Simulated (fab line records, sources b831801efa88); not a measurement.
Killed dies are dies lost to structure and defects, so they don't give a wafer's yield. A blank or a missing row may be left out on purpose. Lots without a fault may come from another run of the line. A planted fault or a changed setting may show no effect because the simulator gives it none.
fab line records | flow sky130
record lots=5 wafers=15 last_day=49
route steps=708 shown CONTACT@413 METAL1@434
lots that met no fault: from a run of the same line without faults
start_h: hours from the record's first day to the start of the lot's first wafer shown | wait_h: hours since the lot's step before | " the same as in the row above | L1.1+2: a row that stands for several wafers | - no value, or no start given | * or withheld: withheld | < > ~ a bound
route shown NAME@n: a module of which the file shows steps, and the number in the route of the first | usual: mean/standard deviation of fault-free wafers | same: alike in all rows | chamber/n: place in a boat | sites: the reading at each site | _std_site: their standard deviation | _edge_site: outer sites' mean less inner sites' | radius_mm: how far each site lies from the wafer's centre | mask NAME#n: copy n | behind: the tool/chamber that last shaped the wafer | hold: why the lot was held/for how many hours/how that ended | device: the transistor (n, p or np) that didn't switch | end of line: the same wafers' tests at the end of the route | a step without rows: its recipe alone | killed: dies lost to structure and defects at the first sort, not the wafer's yield | map: a wafer's dies, x killed, . not, _ none there
set.NAME: the setting as run; set.NAME@STEP: as run at that earlier step | model.NAME: the simulator's own value behind a step, which no gauge read
lots at some steps of the route; a table a step, a row a wafer
services: from which hour (start_h, from the record's first day; less than 0 if before it) a tool's chamber was out of use, for how many hours, and why
## steps
# step SKY_CONTACT_HMDS_07
# recipe prime_time_s=60 prime_temp_c=120
# columns lot.wafer tool chamber start_h wait_h
L076.2+3+6 litho_track-03 0 729.93 0.1
L081.1+3+5 litho_track-01 0 775.72 0.1
L088.2+3+4 litho_track-02 0 827.49 0.1
L090.3+4+5 litho_track-03 0 839.10 0.1
L091.2+4+6 litho_track-03 0 845.23 0.1
# step SKY_CONTACT_COAT_08
# recipe resist=BARC temp_c=withheld time_s=withheld spin_rpm=3000 resist_thk_nm=60
# columns lot.wafer tool chamber start_h wait_h
L076.2+3+6 litho_track-03 0 730.08 0.1
L081.1+3+5 litho_track-01 0 775.87 0.1
L088.2+3+4 litho_track-02 0 827.64 0.1
L090.3+4+5 litho_track-03 0 839.25 0.1
L091.2+4+6 litho_track-03 0 845.38 0.1
# step SKY_CONTACT_COAT_09
# recipe resist=KrF-thick spin_rpm=3000 resist_thk_nm=450
# columns lot.wafer tool chamber start_h wait_h
L076.2+3+6 litho_track-03 0 - -
L081.1+3+5 litho_track-01 0 - -
L088.2+3+4 litho_track-02 0 - -
L090.3+4+5 litho_track-03 0 - -
L091.2+4+6 litho_track-03 0 - -
# step SKY_CONTACT_SOFTBAKE_10
# recipe temp_c=100 time_s=90 resist=KrF-thick
# columns lot.wafer tool chamber start_h wait_h
L076.2+3+6 litho_track-03 0 - -
L081.1+3+5 litho_track-01 0 - -
L088.2+3+4 litho_track-02 0 - -
L090.3+4+5 litho_track-03 0 - -
L091.2+4+6 litho_track-03 0 - -
# step SKY_CONTACT_EXPOSE_11
# recipe mask_id=CTM1 na=0.8 source_shape=annular sigma_inner=0.55 sigma_outer=0.85 target_cd_nm=170 dose_mj=38
# usual focus_offset_nm=0.0/0.59
# same sigma_inner=0.55
# columns lot.wafer tool chamber start_h wait_h mask focus_offset_nm
L076.2 krf_scanner-01 0 - - CTM1#0 0.3
L076.3 " 0 " " CTM1#0 1.3
L076.6 " 0 " " CTM1#0 0.6
L081.1 krf_scanner-02 0 - - CTM1#0 0.8
L081.3 " 0 " " CTM1#0 -0.2
L081.5 " 0 " " CTM1#0 1.7
L088.2 krf_scanner-02 0 - - CTM1#0 -0.9
L088.3 " 0 " " CTM1#0 -0.6
L088.4 " 0 " " CTM1#0 -0.6
L090.3 krf_scanner-02 0 - - CTM1#0 0.7
L090.4 " 0 " " CTM1#0 -0.3
L090.5 " 0 " " CTM1#0 0.7
L091.2 krf_scanner-02 0 - - CTM1#0 0.9
L091.4 " 0 " " CTM1#0 0.8
L091.6 " 0 " " CTM1#0 1.2
# step SKY_CONTACT_PEB_12
# recipe peb_temp_c=withheld peb_time_s=withheld resist=KrF-thick
# columns lot.wafer tool chamber start_h wait_h
L076.2+3+6 litho_track-01 0 - -
L081.1+3+5 litho_track-03 0 - -
L088.2+3+4 litho_track-01 0 - -
L090.3+4+5 litho_track-03 0 - -
L091.2+4+6 litho_track-03 0 - -
# step SKY_CONTACT_DEVELOP_13
# recipe develop_time_s=60 resist=KrF-thick dev_temp_c=21
# columns lot.wafer tool chamber start_h wait_h
L076.2+3+6 litho_track-01 0 - -
L081.1+3+5 litho_track-03 0 - -
L088.2+3+4 litho_track-01 0 - -
L090.3+4+5 litho_track-03 0 - -
L091.2+4+6 litho_track-03 0 - -
# step SKY_CONTACT_CD_MEAS_14
# recipe target_cd_nm=170
# usual cd_nm=170.3/1.6
# columns lot.wafer tool chamber start_h wait_h cd_nm
L076.2 cd_sem-01 - 744.09 - 170.4
L076.3 " - " " 170.3
L076.6 " - " " 169.9
L081.1 cd_sem-02 - 789.35 - 169.6
L081.3 " - " " 170.0
L081.5 " - " " 170.0
L088.2 cd_sem-01 - 841.64 - 172.9
L088.3 " - " " 172.1
L088.4 " - " " 171.9
L090.3 cd_sem-01 - 852.99 - 169.3
L090.4 " - " " 169.3
L090.5 " - " " 170.0
L091.2 cd_sem-01 - 858.32 - 170.6
L091.4 " - " " 169.5
L091.6 " - " " 169.0
# step SKY_CONTACT_OVL_MEAS_15
# usual CONTACT_OVL=4/4.5
# columns lot.wafer tool chamber start_h wait_h CONTACT_OVL[nm]
L076.2 overlay-02 - 744.19 0.1 1
L076.3 " - " " 5
L076.6 " - " " 1
L081.1 overlay-02 - 789.47 0.1 6
L081.3 " - " " 3
L081.5 " - " " 0
L088.2 overlay-02 - 841.74 0.1 1
L088.3 " - " " 11
L088.4 " - " " 5
L090.3 overlay-01 - 853.08 0.1 -3
L090.4 " - " " -3
L090.5 " - " " 8
L091.2 overlay-01 - 858.43 0.1 6
L091.4 " - " " 4
L091.6 " - " " 6
# step SKY_CONTACT_ETCH_16
# recipe chemistry=N2/H2 target=BARC ion_energy_ev=200 source_w=500 bias_w=100 pressure_mtorr=30 n2_flow_sccm=100 h2_flow_sccm=200 stop_on=SiO2 time_s=45.9 target_depth_a=600
# usual bias_w=100.0/0.32 drypump_motor_current_A=5.6/0.48 oes_product_au=0.855/0.0049 throttle_valve_pct=13.226/0.0087
# columns lot.wafer tool chamber start_h wait_h bias_w drypump_motor_current_A oes_product_au rf_hours_counter_h throttle_valve_pct
L076.2 rie_diel-02 2 744.22 0.0 99.8 6.2 0.844 4 13.210
L076.3 " 1 " " 100.0 5.2 0.855 1 13.239
L076.6 " 3 " " 99.8 5.7 0.856 - 13.233
L081.1 rie_diel-03 1 789.51 0.0 100.2 5.5 0.856 7 13.237
L081.3 " 2 " " 100.4 5.1 0.854 6 13.223
L081.5 " 3 " " 99.9 5.5 0.859 - 13.223
L088.2 rie_diel-03 2 841.77 0.0 100.4 5.1 0.844 8 13.231
L088.3 " 0 " " 100.3 6.6 0.860 22 13.227
L088.4 " 1 " " 100.0 5.5 0.851 9 13.221
L090.3 rie_diel-02 2 853.11 0.0 100.0 6.2 0.857 8 13.205
L090.4 " 0 " " 99.8 5.0 0.850 6 13.230
L090.5 " 2 " " 100.1 6.2 0.852 - 13.224
L091.2 rie_diel-02 0 858.46 0.0 100.2 4.9 0.859 6 13.226
L091.4 " 2 " " 100.0 6.2 0.862 8 13.232
L091.6 " 2 " " 100.2 6.2 0.853 - 13.219
# step SKY_CONTACT_ETCH_17
# recipe target=SiO2 chemistry=C4F8/O2/Ar stop_on=Si3N4 mask_material=KrF-thick source_w=1500 bias_w=1200 pressure_mtorr=40 c4f8_flow_sccm=withheld O2_flow_sccm=6 Ar_flow_sccm=300 time_s=withheld target_depth_a=3400
# usual bias_w=1200/3.3 oes_product_au=0.893/0.0047
# columns lot.wafer tool chamber start_h wait_h bias_w oes_product_au
L076.2 rie_diel-02 2 744.27 0.0 1203 0.891
L076.3 " 1 " " 1197 0.891
L076.6 " 3 " " 1205 0.886
L081.1 rie_diel-03 1 789.55 0.0 1204 0.899
L081.3 " 2 " " 1198 0.895
L081.5 " 3 " " 1202 0.900
L088.2 rie_diel-03 2 841.82 0.0 1199 0.892
L088.3 " 0 " " 1196 0.892
L088.4 " 1 " " 1200 0.890
L090.3 rie_diel-02 2 853.15 0.0 1196 0.887
L090.4 " 0 " " 1201 0.890
L090.5 " 2 " " 1198 0.897
L091.2 rie_diel-02 0 858.50 0.0 1205 0.879
L091.4 " 2 " " 1200 0.891
L091.6 " 2 " " 1197 0.890
# step SKY_CONTACT_ETCH_18
# recipe target=Si3N4 chemistry=CHF3/O2 stop_on=TiN source_w=600 bias_w=200 pressure_mtorr=40 chf3_flow_sccm=50 O2_flow_sccm=5 time_s=39 target_depth_a=750
# usual bias_w=199.9/0.62 chf3_flow_sccm=50.02/0.14 drypump_motor_current_A=5.6/0.48 oes_product_au=0.854/0.0082 throttle_valve_pct=8.793/0.0085
# columns lot.wafer tool chamber start_h wait_h bias_w chf3_flow_sccm drypump_motor_current_A oes_product_au rf_hours_counter_h throttle_valve_pct
L076.2 rie_diel-02 2 - - 198.8 50.00 6.1 0.846 4 8.784
L076.3 " 1 " " 199.3 49.92 5.2 0.846 1 8.796
L076.6 " 3 " " 200.1 50.31 5.7 0.854 - 8.787
L081.1 rie_diel-03 1 - - 199.7 50.04 5.5 0.863 7 8.793
L081.3 " 2 " " 199.6 50.19 5.1 0.850 6 8.801
L081.5 " 3 " " 200.5 49.86 5.5 0.865 - 8.800
L088.2 rie_diel-03 2 - - 200.1 49.73 5.1 0.853 8 8.796
L088.3 " 0 " " 201.1 50.27 6.6 0.849 22 8.812
L088.4 " 1 " " 199.8 50.06 5.5 0.850 9 8.788
L090.3 rie_diel-02 2 - - 200.3 49.77 6.2 0.860 8 8.800
L090.4 " 0 " " 199.5 49.89 5.0 0.858 6 8.792
L090.5 " 2 " " 199.7 50.12 6.2 0.852 - 8.792
L091.2 rie_diel-02 0 - - 199.9 49.91 5.0 0.855 6 8.810
L091.4 " 2 " " 200.4 50.16 6.2 0.869 8 8.791
L091.6 " 2 " " 200.5 49.98 6.2 0.866 - 8.798
# step SKY_CONTACT_STRIP_19
# recipe chemistry=O2/N2 power_w=1400 pressure_mtorr=1500 platen_temp_c=withheld o2_flow_sccm=3000 n2_flow_sccm=300 overash_fraction=0.5
# usual drypump_motor_current_A=5.5/0.35 oes_product_au=0.381/0.0046 strip_time_to_endpoint_s=3.63/0.037
# columns lot.wafer tool chamber start_h wait_h drypump_motor_current_A oes_product_au rf_hours_counter_h strip_time_to_endpoint_s
L076.2 plasma_asher-02 1 744.36 - 5.8 0.384 0 3.65
L076.3 " 1 " " 5.7 0.385 - 3.59
L076.6 " 0 " " 5.7 0.383 - 3.61
L081.1 plasma_asher-02 1 789.64 - 5.8 0.380 5 3.67
L081.3 " 0 " " 5.7 0.385 - 3.65
L081.5 " 0 " " 5.7 0.377 - 3.62
L088.2 plasma_asher-01 1 841.91 - 5.0 0.384 40 3.68
L088.3 " 0 " " 5.7 0.388 - 3.62
L088.4 " 1 " " 4.9 0.386 - 3.69
L090.3 plasma_asher-01 1 853.27 - 5.0 0.388 - 3.64
L090.4 " 0 " " 5.7 0.382 - 3.57
L090.5 " 0 " " 5.7 0.383 - 3.64
L091.2 plasma_asher-02 0 858.59 - 5.7 0.382 12 3.65
L091.4 " 0 " " 5.7 0.390 - 3.69
L091.6 " 1 " " 5.7 0.381 - 3.69
# step SKY_CONTACT_STRIP_20
# recipe chemistry=post_etch_residue_remover time_s=1200 temp_c=72.5
# columns lot.wafer tool chamber start_h wait_h
L076.2+3+6 wet_bench-03 3 744.46 0.1
L081.1+3+5 wet_bench-03 3 789.74 0.1
L088.2+3+4 wet_bench-03 3 842.01 0.1
L090.3+4+5 wet_bench-03 2 853.34 0.0
L091.2+4+6 wet_bench-02 3 858.69 0.1
# step SKY_CONTACT_CLEAN_21
# recipe chemistry=IPA time_s=180 temp_c=25
# columns lot.wafer tool chamber start_h wait_h
L076.2+3+6 wet_bench-02 3 744.80 0.0
L081.1+3+5 wet_bench-02 2 790.08 0.0
L088.2+3+4 wet_bench-02 3 842.35 0.0
L090.3+4+5 wet_bench-02 0 853.68 0.0
L091.2+4+6 wet_bench-03 3 859.03 0.0
# step SKY_CONTACT_CLEAN_22
# recipe chemistry=O3/DIW dry=n2_spin
# columns lot.wafer tool chamber start_h wait_h
L076.2+3+6 wet_bench-03 1 744.86 0.0
L081.1+3+5 wet_bench-04 3 790.14 0.0
L088.2+3+4 wet_bench-03 0 842.41 0.0
L090.3+4+5 wet_bench-04 0 853.74 0.0
L091.2+4+6 wet_bench-04 0 859.09 0.0
# step SKY_CONTACT_SPUTTER_23
# recipe material=TiN target_thk_nm=20 chamber_pressure_pa=5 power_w=4000 time_s=80
# usual throttle_valve_pct=29.8/1.1
# columns lot.wafer tool chamber start_h wait_h throttle_valve_pct
L076.2 pvd_sputter-01 - 744.96 0.0 29.4
L076.3 " - " " 29.7
L076.6 " - " " 28.9
L081.1 pvd_sputter-04 - 790.23 0.0 27.4
L081.3 " - " " 29.8
L081.5 " - " " 27.4
L088.2 pvd_sputter-01 - 842.51 0.0 29.7
L088.3 " - " " 29.4
L088.4 " - " " 31.1
L090.3 pvd_sputter-01 - 853.84 0.0 31.2
L090.4 " - " " 29.5
L090.5 " - " " 30.9
L091.2 pvd_sputter-02 - 859.18 0.0 30.6
L091.4 " - " " 30.6
L091.6 " - " " 28.3
# step SKY_CONTACT_CVD_24
# recipe material=W target_thk_nm=340 time_s=102.12 temp_c=400 pressure_torr=40
# usual heater_power_w=871/140
# columns lot.wafer tool chamber start_h wait_h heater_power_w since_wet_clean_h
L076.2 cvd_w-01 1 745.02 0.0 856 841
L076.3 " 1 " " 864 -
L076.6 " 0 " " 1081 -
L081.1 cvd_w-01 1 790.29 0.0 827 886
L081.3 " 0 " " 1097 -
L081.5 " 1 " " 838 -
L088.2 cvd_w-01 1 842.57 0.0 849 939
L088.3 " 1 " " 866 -
L088.4 " 0 " " 1097 -
L090.3 cvd_w-01 1 853.94 0.1 863 -
L090.4 " 0 " " 1070 -
L090.5 " 1 " " 834 -
L091.2 cvd_w-02 1 859.24 0.0 708 455
L091.4 " 0 " " 844 -
L091.6 " 1 " " 703 -
# step SKY_CONTACT_RS_MEAS_25
# recipe thk_meas_gauge=four-point-probe reads=W_of_CONTACT_CVD_24+TiN_of_CONTACT_SPUTTER_23
# usual CONTACT_W_RS=0.339/0.0036
# columns lot.wafer tool chamber start_h wait_h CONTACT_W_RS[ohm/sq]
L076.2 film_metro-01 - 745.15 0.1 0.341
L076.3 " - " " 0.342
L076.6 " - " " 0.338
L081.1 film_metro-01 - 790.40 0.1 0.341
L081.3 " - " " 0.342
L081.5 " - " " 0.340
L088.2 film_metro-03 - 842.70 0.1 0.340
L088.3 " - " " 0.340
L088.4 " - " " 0.335
L090.3 film_metro-01 - 854.05 0.1 0.338
L090.4 " - " " 0.341
L090.5 " - " " 0.338
L091.2 film_metro-03 - 859.37 0.1 0.336
L091.4 " - " " 0.345
L091.6 " - " " 0.333
# step SKY_CONTACT_THK_MEAS_26
# recipe thk_meas_gauge=xrf reads=W_of_CONTACT_CVD_24
# usual CONTACT_W_THK=331/4.1
# columns lot.wafer tool chamber start_h wait_h CONTACT_W_THK[nm]
L076.2 film_metro-01 - 745.26 0.1 328
L076.3 " - " " 330
L076.6 " - " " 330
L081.1 film_metro-01 - 790.52 0.1 332
L081.3 " - " " 328
L081.5 " - " " 330
L088.2 film_metro-03 - 842.81 0.1 333
L088.3 " - " " 330
L088.4 " - " " 338
L090.3 film_metro-01 - 854.15 0.1 331
L090.4 " - " " 330
L090.5 " - " " 331
L091.2 film_metro-03 - 859.48 0.1 337
L091.4 " - " " 331
L091.6 " - " " 337
# step SKY_CONTACT_CMP_27
# recipe stop_on=SiO2 t_overpolish_s=15 down_force_psi=3.5 platen_rpm=60 target_thk_nm=0 pad_velocity_m_s=0.94248
# usual motor_current_A=11.3/1.5 overpolish_run_s=15.001/0.0089 retaining_ring_pressure_frac=1.000/0.0047 time_to_endpoint_s=83/4.3
# columns lot.wafer tool chamber start_h wait_h motor_current_A overpolish_run_s retaining_ring_pressure_frac time_to_endpoint_s
L076.2 cmp-01 3 745.36 0.1 11.9 14.999 1.006 82
L076.3 " 1 " " 11.1 14.979 1.002 86
L076.6 " 3 " " 11.6 15.005 1.011 83
L081.1 cmp-01 0 790.58 0.1 12.9 14.996 1.010 77
L081.3 " 1 " " 10.7 15.001 1.002 79
L081.5 " 1 " " 10.6 15.010 1.001 78
L088.2 cmp-01 1 842.91 0.1 11.1 15.010 0.997 84
L088.3 " 2 " " 10.5 14.999 0.995 80
L088.4 " 3 " " 11.9 15.001 1.004 81
L090.3 cmp-01 1 854.19 0.0 10.7 14.984 0.997 81
L090.4 " 0 " " 12.2 15.016 0.995 77
L090.5 " 1 " " 11.1 15.019 1.000 83
L091.2 cmp-01 1 859.63 0.1 11.2 14.980 0.998 81
L091.4 " 2 " " 10.9 14.991 1.003 82
L091.6 " 3 " " 12.1 15.009 1.002 81
# step SKY_METAL1_SPUTTER_00
# recipe material=Ti target_thk_nm=15 power_w=3000 time_s=10 chamber_pressure_pa=0.4
# usual throttle_valve_pct=30.0/1.2
# columns lot.wafer tool chamber start_h wait_h throttle_valve_pct
L076.2 pvd_sputter-02 - 745.61 0.2 30.8
L076.3 " - " " 30.8
L076.6 " - " " 28.6
L081.1 pvd_sputter-03 - 790.88 0.2 29.7
L081.3 " - " " 30.1
L081.5 " - " " 29.8
L088.2 pvd_sputter-03 - 843.16 0.2 29.5
L088.3 " - " " 27.6
L088.4 " - " " 30.0
L090.3 pvd_sputter-02 - 854.49 0.2 30.3
L090.4 " - " " 31.0
L090.5 " - " " 30.4
L091.2 pvd_sputter-01 - 859.83 0.1 31.1
L091.4 " - " " 29.7
L091.6 " - " " 29.7
# step SKY_METAL1_SPUTTER_01
# recipe material=TiN target_thk_nm=20 power_w=6500 time_s=16.7 chamber_pressure_pa=0.4
# usual throttle_valve_pct=30.0/1.2
# columns lot.wafer tool chamber start_h wait_h throttle_valve_pct
L076.2 pvd_sputter-02 - 745.64 0.0 30.3
L076.3 " - " " 30.9
L076.6 " - " " 28.2
L081.1 pvd_sputter-03 - 790.91 0.0 29.5
L081.3 " - " " 30.0
L081.5 " - " " 29.6
L088.2 pvd_sputter-03 - 843.18 0.0 29.4
L088.3 " - " " 27.7
L088.4 " - " " 30.0
L090.3 pvd_sputter-02 - 854.51 0.0 30.6
L090.4 " - " " 30.9
L090.5 " - " " 30.4
L091.2 pvd_sputter-01 - 859.86 0.0 30.9
L091.4 " - " " 29.5
L091.6 " - " " 29.5
# step SKY_METAL1_SPUTTER_02
# recipe material=AlCu target_thk_nm=250 power_w=10600 time_s=13.3 chamber_pressure_pa=0.4
# usual throttle_valve_pct=30.0/1.2
# columns lot.wafer tool chamber start_h wait_h throttle_valve_pct
L076.2 pvd_sputter-02 - 745.66 0.0 30.6
L076.3 " - " " 30.9
L076.6 " - " " 28.5
L081.1 pvd_sputter-03 - 790.93 0.0 29.7
L081.3 " - " " 30.1
L081.5 " - " " 29.6
L088.2 pvd_sputter-03 - 843.21 0.0 29.1
L088.3 " - " " 27.6
L088.4 " - " " 30.2
L090.3 pvd_sputter-02 - 854.54 0.0 30.6
L090.4 " - " " 31.0
L090.5 " - " " 30.5
L091.2 pvd_sputter-01 - 859.88 0.0 31.1
L091.4 " - " " 29.5
L091.6 " - " " 29.6
# step SKY_METAL1_SPUTTER_03
# recipe material=Ti target_thk_nm=5 power_w=3000 time_s=3.3 chamber_pressure_pa=0.4
# usual throttle_valve_pct=30.0/1.2
# columns lot.wafer tool chamber start_h wait_h throttle_valve_pct
L076.2 pvd_sputter-02 - 745.69 0.0 30.4
L076.3 " - " " 30.5
L076.6 " - " " 28.6
L081.1 pvd_sputter-03 - 790.96 0.0 29.7
L081.3 " - " " 30.1
L081.5 " - " " 29.6
L088.2 pvd_sputter-03 - 843.23 0.0 29.5
L088.3 " - " " 27.8
L088.4 " - " " 30.1
L090.3 pvd_sputter-02 - 854.56 0.0 30.2
L090.4 " - " " 30.8
L090.5 " - " " 30.3
L091.2 pvd_sputter-01 - 859.91 0.0 30.7
L091.4 " - " " 29.4
L091.6 " - " " 29.3
# step SKY_METAL1_SPUTTER_04
# recipe material=TiN target_thk_nm=70 power_w=6500 time_s=58.3 chamber_pressure_pa=0.4
# usual throttle_valve_pct=30.0/1.3
# columns lot.wafer tool chamber start_h wait_h throttle_valve_pct
L076.2 pvd_sputter-02 - 745.70 0.0 30.3
L076.3 " - " " 30.6
L076.6 " - " " 28.3
L081.1 pvd_sputter-03 - 790.97 0.0 29.6
L081.3 " - " " 30.0
L081.5 " - " " 29.8
L088.2 pvd_sputter-03 - 843.25 0.0 29.2
L088.3 " - " " 27.6
L088.4 " - " " 29.9
L090.3 pvd_sputter-02 - 854.58 0.0 30.4
L090.4 " - " " 30.8
L090.5 " - " " 30.2
L091.2 pvd_sputter-01 - 859.92 0.0 31.0
L091.4 " - " " 29.5
L091.6 " - " " 29.6
# step SKY_METAL1_RS_MEAS_05
# recipe thk_meas_gauge=four-point-probe reads=TiN_of_METAL1_SPUTTER_04+Ti_of_METAL1_SPUTTER_03+AlCu_of_METAL1_SPUTTER_02+TiN_of_METAL1_SPUTTER_01+Ti_of_METAL1_SPUTTER_00
# usual METAL1_ALCU_RS=0.1266/0.0021
# columns lot.wafer tool chamber start_h wait_h METAL1_ALCU_RS[ohm/sq]
L076.2 film_metro-03 - 745.77 0.0 0.1279
L076.3 " - " " 0.1249
L076.6 " - " " 0.1257
L081.1 film_metro-03 - 791.02 0.0 0.1246
L081.3 " - " " 0.1276
L081.5 " - " " 0.1248
L088.2 film_metro-03 - 843.32 0.0 0.1257
L088.3 " - " " 0.1268
L088.4 " - " " 0.1283
L090.3 film_metro-02 - 854.67 0.1 0.1273
L090.4 " - " " 0.1256
L090.5 " - " " 0.1273
L091.2 film_metro-03 - 859.99 0.0 0.1282
L091.4 " - " " 0.1281
L091.6 " - " " 0.1265
# step SKY_METAL1_THK_MEAS_06
# recipe thk_meas_gauge=xrf reads=AlCu_of_METAL1_SPUTTER_02
# usual METAL1_ALCU_THK=251/4.4
# columns lot.wafer tool chamber start_h wait_h METAL1_ALCU_THK[nm]
L076.2 film_metro-03 - 745.88 0.1 247
L076.3 " - " " 255
L076.6 " - " " 251
L081.1 film_metro-03 - 791.14 0.1 254
L081.3 " - " " 246
L081.5 " - " " 253
L088.2 film_metro-03 - 843.43 0.1 251
L088.3 " - " " 251
L088.4 " - " " 246
L090.3 film_metro-02 - 854.77 0.1 250
L090.4 " - " " 253
L090.5 " - " " 251
L091.2 film_metro-03 - 860.10 0.1 246
L091.4 " - " " 249
L091.6 " - " " 253
# step SKY_METAL1_DEHYDRATE_07
# recipe temp_c=200 time_s=60
# columns lot.wafer tool chamber start_h wait_h
L076.2+3+6 litho_track-04 0 758.69 12.8
L081.1+3+5 litho_track-01 0 802.72 11.6
L088.2+3+4 litho_track-04 0 855.29 11.8
L090.3+4+5 litho_track-02 0 867.06 12.3
L091.2+4+6 litho_track-01 0 872.89 12.8
# step SKY_METAL1_HMDS_08
# recipe prime_time_s=60 prime_temp_c=120
# columns lot.wafer tool chamber start_h wait_h
L076.2+3+6 litho_track-04 0 758.84 0.1
L081.1+3+5 litho_track-01 0 802.87 0.1
L088.2+3+4 litho_track-04 0 855.44 0.1
L090.3+4+5 litho_track-02 0 867.21 0.1
L091.2+4+6 litho_track-01 0 873.04 0.1
# step SKY_METAL1_COAT_09
# recipe resist=BARC temp_c=withheld time_s=withheld spin_rpm=3000 resist_thk_nm=60
# columns lot.wafer tool chamber start_h wait_h
L076.2+3+6 litho_track-04 0 758.99 0.1
L081.1+3+5 litho_track-01 0 803.02 0.1
L088.2+3+4 litho_track-04 0 855.59 0.1
L090.3+4+5 litho_track-02 0 867.36 0.1
L091.2+4+6 litho_track-01 0 873.19 0.1
# step SKY_METAL1_COAT_10
# recipe resist=KrF-thick spin_rpm=3000 resist_thk_nm=450
# columns lot.wafer tool chamber start_h wait_h
L076.2+3+6 litho_track-04 0 - -
L081.1+3+5 litho_track-01 0 - -
L088.2+3+4 litho_track-04 0 - -
L090.3+4+5 litho_track-02 0 - -
L091.2+4+6 litho_track-01 0 - -
# step SKY_METAL1_SOFTBAKE_11
# recipe temp_c=100 time_s=90 resist=KrF-thick
# columns lot.wafer tool chamber start_h wait_h
L076.2+3+6 litho_track-04 0 - -
L081.1+3+5 litho_track-01 0 - -
L088.2+3+4 litho_track-04 0 - -
L090.3+4+5 litho_track-02 0 - -
L091.2+4+6 litho_track-01 0 - -
# step SKY_METAL1_EXPOSE_12
# recipe mask_id=MM1 na=0.8 source_shape=annular sigma_inner=0.55 sigma_outer=0.85 target_cd_nm=140 dose_mj=28
# usual focus_offset_nm=0.0/0.49
# same sigma_inner=0.55
# columns lot.wafer tool chamber start_h wait_h mask focus_offset_nm
L076.2 krf_scanner-01 0 - - MM1#0 0.2
L076.3 " 0 " " MM1#0 -0.6
L076.6 " 0 " " MM1#0 0.4
L081.1 krf_scanner-02 0 - - MM1#0 0.4
L081.3 " 0 " " MM1#0 0.7
L081.5 " 0 " " MM1#0 0.0
L088.2 krf_scanner-02 0 - - MM1#0 -0.4
L088.3 " 0 " " MM1#0 0.2
L088.4 " 0 " " MM1#0 -0.3
L090.3 krf_scanner-01 0 - - MM1#0 0.1
L090.4 " 0 " " MM1#0 0.5
L090.5 " 0 " " MM1#0 1.1
L091.2 krf_scanner-02 0 - - MM1#0 0.8
L091.4 " 0 " " MM1#0 1.0
L091.6 " 0 " " MM1#0 0.0
# step SKY_METAL1_PEB_13
# recipe peb_temp_c=withheld peb_time_s=withheld resist=KrF-thick
# columns lot.wafer tool chamber start_h wait_h
L076.2+3+6 litho_track-01 0 - -
L081.1+3+5 litho_track-04 0 - -
L088.2+3+4 litho_track-04 0 - -
L090.3+4+5 litho_track-04 0 - -
L091.2+4+6 litho_track-02 0 - -
# step SKY_METAL1_DEVELOP_14
# recipe develop_time_s=60 resist=KrF-thick dev_temp_c=21
# columns lot.wafer tool chamber start_h wait_h
L076.2+3+6 litho_track-01 0 - -
L081.1+3+5 litho_track-04 0 - -
L088.2+3+4 litho_track-04 0 - -
L090.3+4+5 litho_track-04 0 - -
L091.2+4+6 litho_track-02 0 - -
# step SKY_METAL1_CD_MEAS_15
# recipe target_cd_nm=140
# usual cd_nm=139.9/1.6
# columns lot.wafer tool chamber start_h wait_h cd_nm
L076.2 cd_sem-01 - 772.80 - 136.9
L076.3 " - " " 137.3
L076.6 " - " " 138.3
L081.1 cd_sem-02 - 816.16 - 140.8
L081.3 " - " " 140.2
L081.5 " - " " 140.5
L088.2 cd_sem-01 - 868.53 - 139.9
L088.3 " - " " 139.6
L088.4 " - " " 140.0
L090.3 cd_sem-01 - 880.35 - 141.5
L090.4 " - " " 140.6
L090.5 " - " " 140.0
L091.2 cd_sem-01 - 886.48 - 139.9
L091.4 " - " " 140.3
L091.6 " - " " 140.7
# step SKY_METAL1_OVL_MEAS_16
# usual METAL1_OVL=2/5.2
# columns lot.wafer tool chamber start_h wait_h METAL1_OVL[nm]
L076.2 overlay-01 - 772.91 0.1 0
L076.3 " - " " 8
L076.6 " - " " 1
L081.1 overlay-02 - 816.28 0.1 8
L081.3 " - " " 8
L081.5 " - " " 1
L088.2 overlay-02 - 868.64 0.1 0
L088.3 " - " " 0
L088.4 " - " " 5
L090.3 overlay-01 - 880.44 0.1 1
L090.4 " - " " -1
L090.5 " - " " 7
L091.2 overlay-01 - 886.59 0.1 6
L091.4 " - " " 5
L091.6 " - " " 5
# step SKY_METAL1_DESCUM_17
# recipe chemistry=O2 source_power_w=150 bias_power_w=0 pressure_mtorr=10 temp_c=40 time_s=8
# usual drypump_motor_current_A=5.73/0.22 oes_product_au=1.001/0.008
# same bias_power_w=0
# columns lot.wafer tool chamber start_h wait_h drypump_motor_current_A oes_product_au rf_hours_counter_h
L076.2 rie_metal-02 0 772.94 0.0 5.67 1.001 12
L076.3 " 1 " " 6.15 0.992 -
L076.6 " 1 " " 6.12 0.996 -
L081.1 rie_metal-03 1 816.32 0.0 5.79 1.011 13
L081.3 " 0 " " 5.38 1.007 -
L081.5 " 1 " " 5.79 1.016 -
L088.2 rie_metal-01 1 868.67 0.0 5.76 1.005 3
L088.3 " 1 " " 5.76 0.999 -
L088.4 " 0 " " 5.65 1.011 -
L090.3 rie_metal-03 1 880.48 0.0 5.76 1.019 -
L090.4 " 0 " " 5.38 0.992 -
L090.5 " 1 " " 5.78 1.003 -
L091.2 rie_metal-02 1 886.63 0.0 6.08 0.994 -
L091.4 " 1 " " 6.10 0.994 -
L091.6 " 1 " " 6.07 1.004 -
## services
# columns tool chamber start_h hours kind
wet_bench-02 - 709.89 2.3 repair
pvd_sputter-03 - 712.58 5.7 repair
pvd_sputter-01 - 725.88 4.9 repair
rie_diel-02 0 727.56 19.6 repair
krf_scanner-02 - 727.64 1.0 pm
krf_scanner-02 - 733.52 4.0 pm
pvd_sputter-01 - 734.98 5.4 repair
cmp-01 - 738.47 2.0 repair
rie_diel-03 - 752.99 15.6 pm
cmp-01 - 753.95 0.7 repair
krf_scanner-02 - 758.95 0.8 pm
cmp-01 - 759.44 4.0 pm
cmp-01 - 768.78 6.8 pm
rie_diel-03 0 784.59 11.3 repair
rie_diel-02 1 797.83 3.8 repair
rie_diel-03 1 816.81 5.8 repair
pvd_sputter-03 - 821.30 1.0 repair
rie_diel-02 - 826.96 4.3 pm
cmp-01 - 830.07 1.5 repair
krf_scanner-02 - 832.55 0.9 repair
pvd_sputter-03 - 844.45 10.9 repair
krf_scanner-02 - 880.50 1.3 pm
pvd_sputter-01 - 880.90 1.8 repair
rie_diel-03 0 886.47 6.3 repair
## key
fault none
